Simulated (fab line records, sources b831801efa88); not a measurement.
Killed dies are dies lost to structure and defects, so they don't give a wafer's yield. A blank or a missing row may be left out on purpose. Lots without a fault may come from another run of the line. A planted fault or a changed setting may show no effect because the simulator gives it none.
Which tool did it? | flow gf180mcu | 13 lots, 39 wafers sampled, at 6 steps of a route of 602

WHAT THE GAUGES READ, wafer by wafer
GF_PSD_CD_MEAS_07: target cd 400 nm.
lot  | measured     | on        | cd_nm (nm)
L445 | day 13 16:34 | cd_sem-01 | 403.2 401.8 401.9
L446 | day 14 05:38 | cd_sem-01 | 396.4 397.8 396.6
L447 | day 14 09:26 | cd_sem-01 | 402.5 400.4 401.6
L448 | day 15 02:04 | cd_sem-02 | 398.2 398.6 397.7
L449 | day 15 23:12 | cd_sem-02 | 403.2 404.1 402.5
L452 | day 16 14:12 | cd_sem-01 | 402.1 400.6 401.2
L455 | day 18 07:46 | cd_sem-02 | 396.6 398.0 397.8
L458 | day 19 08:31 | cd_sem-02 | 403.4 401.9 402.4
L461 | day 19 22:03 | cd_sem-02 | 399.0 402.5 401.2
L463 | day 20 14:48 | cd_sem-02 | 401.9 403.2 402.2
L465 | day 21 04:03 | cd_sem-02 | 400.6 401.3 402.0
L466 | day 21 07:44 | cd_sem-02 | 404.0 401.4 403.2
L468 | day 21 23:39 | cd_sem-02 | 398.7 398.9 398.4

GF_CONTACT_THK_MEAS_03.
lot  | measured     | on            | CONTACT_CVD_02_THK (nm)
L445 | day 14 14:18 | film_metro-03 | 846 860 870
L446 | day 15 04:12 | film_metro-02 | 858 853 867
L447 | day 15 08:41 | film_metro-03 | 874 868 861
L448 | day 16 01:50 | film_metro-03 | 846 867 866
L449 | day 16 22:44 | film_metro-02 | 852 858 860
L452 | day 17 14:55 | film_metro-02 | 853 845 855
L455 | day 19 10:01 | film_metro-03 | 1492 1528 875
L458 | day 20 11:05 | film_metro-02 | 1508 884 880
L461 | day 21 00:28 | film_metro-02 | 866 852 866
L463 | day 21 17:19 | film_metro-02 | 836 846 837
L465 | day 22 05:41 | film_metro-03 | 860 879 867
L466 | day 22 09:40 | film_metro-02 | 854 838 859
L468 | day 23 01:05 | film_metro-03 | 848 869 868

GF_CONTACT_OVL_MEAS_15.
lot  | measured     | on         | CONTACT_OVL (nm)
L445 | day 15 11:53 | overlay-02 | -5 1 3
L446 | day 16 02:29 | overlay-02 | 2 4 1
L447 | day 16 07:35 | overlay-01 | 12 8 10
L448 | day 17 00:23 | overlay-02 | -4 0 -3
L449 | day 17 21:46 | overlay-01 | -5 -2 3
L452 | day 18 14:55 | overlay-02 | -3 -6 -13
L455 | day 20 11:29 | overlay-01 | -5 4 -6
L458 | day 21 12:02 | overlay-01 | 0 1 -7
L461 | day 22 01:19 | overlay-01 | -1 -5 -5
L463 | day 22 17:46 | overlay-02 | 5 4 1
L465 | day 23 05:19 | overlay-01 | 4 7 -2
L466 | day 23 09:04 | overlay-02 | 7 5 0
L468 | day 24 00:25 | overlay-01 | -5 -11 -6

WHICH TOOL RAN EACH LOT (tool, then ch and the chambers of the sampled wafers, then the start)
lot  | GF_SALICIDE_RTA_06               | GF_CONTACT_CVD_02               | GF_CONTACT_CMP_04
L445 | rtp_anneal-02 ch 0, day 14 13:50 | pecvd-03 ch 0,2, day 14 14:13   | cmp-02 ch 1,3, day 14 14:24
L446 | rtp_anneal-02 ch 0, day 15 03:45 | pecvd-02 ch 0,1, day 15 04:07   | cmp-01 ch 0,2, day 15 04:14
L447 | rtp_anneal-02 ch 0, day 15 08:12 | pecvd-03 ch 1,2, day 15 08:36   | cmp-01 ch 1,2,3, day 15 08:47
L448 | rtp_anneal-02 ch 0, day 16 01:17 | pecvd-03 ch 1,2, day 16 01:46   | cmp-01 ch 0,2, day 16 01:53
L449 | rtp_anneal-01 ch 0, day 16 22:14 | pecvd-03 ch 0,1, day 16 22:37   | cmp-02 ch 0,1,2, day 16 22:47
L452 | rtp_anneal-02 ch 0, day 17 14:26 | pecvd-04 ch 0,2, day 17 14:51   | cmp-02 ch 0,1,3, day 17 14:59
L455 | rtp_anneal-01 ch 0, day 19 09:32 | pecvd-03 ch 1,2, day 19 09:56   | cmp-02 ch 0,1,3, day 19 10:10
L458 | rtp_anneal-02 ch 0, day 20 10:32 | pecvd-03 ch 0,1,2, day 20 11:01 | cmp-02 ch 1,2, day 20 11:11
L461 | rtp_anneal-02 ch 0, day 20 23:53 | pecvd-02 ch 0,2, day 21 00:23   | cmp-02 ch 0,3, day 21 00:31
L463 | rtp_anneal-01 ch 0, day 21 16:51 | pecvd-04 ch 0,1,2, day 21 17:14 | cmp-02 ch 0,2,3, day 21 17:22
L465 | rtp_anneal-02 ch 0, day 22 05:14 | pecvd-02 ch 0,1,2, day 22 05:37 | cmp-01 ch 0,3, day 22 05:45
L466 | rtp_anneal-02 ch 0, day 22 09:11 | pecvd-04 ch 1,2, day 22 09:36   | cmp-02 ch 1,3, day 22 09:44
L468 | rtp_anneal-02 ch 0, day 23 00:36 | pecvd-02 ch 0,2, day 23 01:01   | cmp-02 ch 0,1, day 23 01:08
- GF_SALICIDE_RTA_06: time 30 s.
- GF_CONTACT_CVD_02: deposits SiO2 from TEOS, target thk 860 nm, time 95.992 s.
- GF_CONTACT_CMP_04: polishes SiO2.

WHAT THE TOOLS THEMSELVES READ (means of the sampled wafers that have a number; where no wafer has one, the mark that the record gives instead)
GF_SALICIDE_RTA_06.
lot  | tool          | lamp_power_pct (%) | wafer_temp_C_max
L445 | rtp_anneal-02 | 7.3                | 531.8
L446 | rtp_anneal-02 | 7.3                | 531.5
L447 | rtp_anneal-02 | 7.3                | 531.8
L448 | rtp_anneal-02 | 7.3                | 531.9
L449 | rtp_anneal-01 | 5.9                | 533.3
L452 | rtp_anneal-02 | 7.3                | 532.0
L455 | rtp_anneal-01 | 6.0                | 533.4
L458 | rtp_anneal-02 | 7.3                | 532.2
L461 | rtp_anneal-02 | 7.3                | 531.9
L463 | rtp_anneal-01 | 6.0                | 532.8
L465 | rtp_anneal-02 | 7.3                | 532.7
L466 | rtp_anneal-02 | 7.3                | 532.1
L468 | rtp_anneal-02 | 7.3                | 531.9

GF_CONTACT_CVD_02.
lot  | tool     | heater_power_w (W)
L445 | pecvd-03 | 737
L446 | pecvd-02 | 713
L447 | pecvd-03 | 715
L448 | pecvd-03 | 846
L449 | pecvd-03 | 629
L452 | pecvd-04 | 626
L455 | pecvd-03 | 813
L458 | pecvd-03 | 729
L461 | pecvd-02 | 741
L463 | pecvd-04 | 613
L465 | pecvd-02 | 732
L466 | pecvd-04 | 635
L468 | pecvd-02 | 663

GF_CONTACT_CMP_04.
lot  | tool   | head_pressure_psi (psi) | motor_current_A (A) | time_to_endpoint_s (s)
L445 | cmp-02 | 3.997                   | 13.2                | 109
L446 | cmp-01 | 3.992                   | 11.8                | 115
L447 | cmp-01 | 3.997                   | 12.8                | 121
L448 | cmp-01 | 3.989                   | 11.6                | 115
L449 | cmp-02 | 4.000                   | 12.1                | 110
L452 | cmp-02 | 3.995                   | 13.5                | 105
L455 | cmp-02 | 4.001                   | 13.4                | 285
L458 | cmp-02 | 4.002                   | 11.7                | 200
L461 | cmp-02 | 4.003                   | 13.2                | 106
L463 | cmp-02 | 3.993                   | 12.6                | 103
L465 | cmp-01 | 3.995                   | 12.3                | 119
L466 | cmp-02 | 4.004                   | 13.3                | 107
L468 | cmp-02 | 3.998                   | 13.4                | 105

THE ANSWER, worked out from the rows above alone
Rule: what is usual is taken from the lots themselves. Put in order of their means at a reading, lots are off if they are a third of the lots or fewer, leave a main group of 4 or more, and stand apart from it by a gap of 3 or more times the standard deviation of the main group's means; of several such gaps the widest counts. A main group whose means are all the same, to the digits that the tables above print for the reading, isn't used. A lot without any number at a reading at which 4 lots or more have one is off too. The other lots that the step has rows for count as sound. The gauges are gone through in route order, then the tools' own readings, and for those a lot's mean is taken as printed above. The first step at which some lot is off is used, and at that step the reading that is off furthest; a lot without a number counts as furthest.
Off: L455, L458, at GF_CONTACT_THK_MEAS_03 (CONTACT_CVD_02_THK). The main group: mean 858 nm, standard deviation 7.9.
A tool fits if, at a process step before that reading, it ran every lot that is off, and no sound lot after the first of them. The gauges at GF_CONTACT_THK_MEAS_03 aren't tried: what is off there is off at GF_CONTACT_CMP_04 too, on other tools, and a gauge's error can't cause that. One fits: pecvd-03 at GF_CONTACT_CVD_02. Its last sound lot is L449 (day 16 22:37), its first lot that is off L455 (day 19 09:56): a fault that began between those two fits.

WHAT THE SIMULATOR HAD PUT IN
Process parameter drift: pecvd-03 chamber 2, from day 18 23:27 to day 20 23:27, at GF_CONTACT_CVD_02. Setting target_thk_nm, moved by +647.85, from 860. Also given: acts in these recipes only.
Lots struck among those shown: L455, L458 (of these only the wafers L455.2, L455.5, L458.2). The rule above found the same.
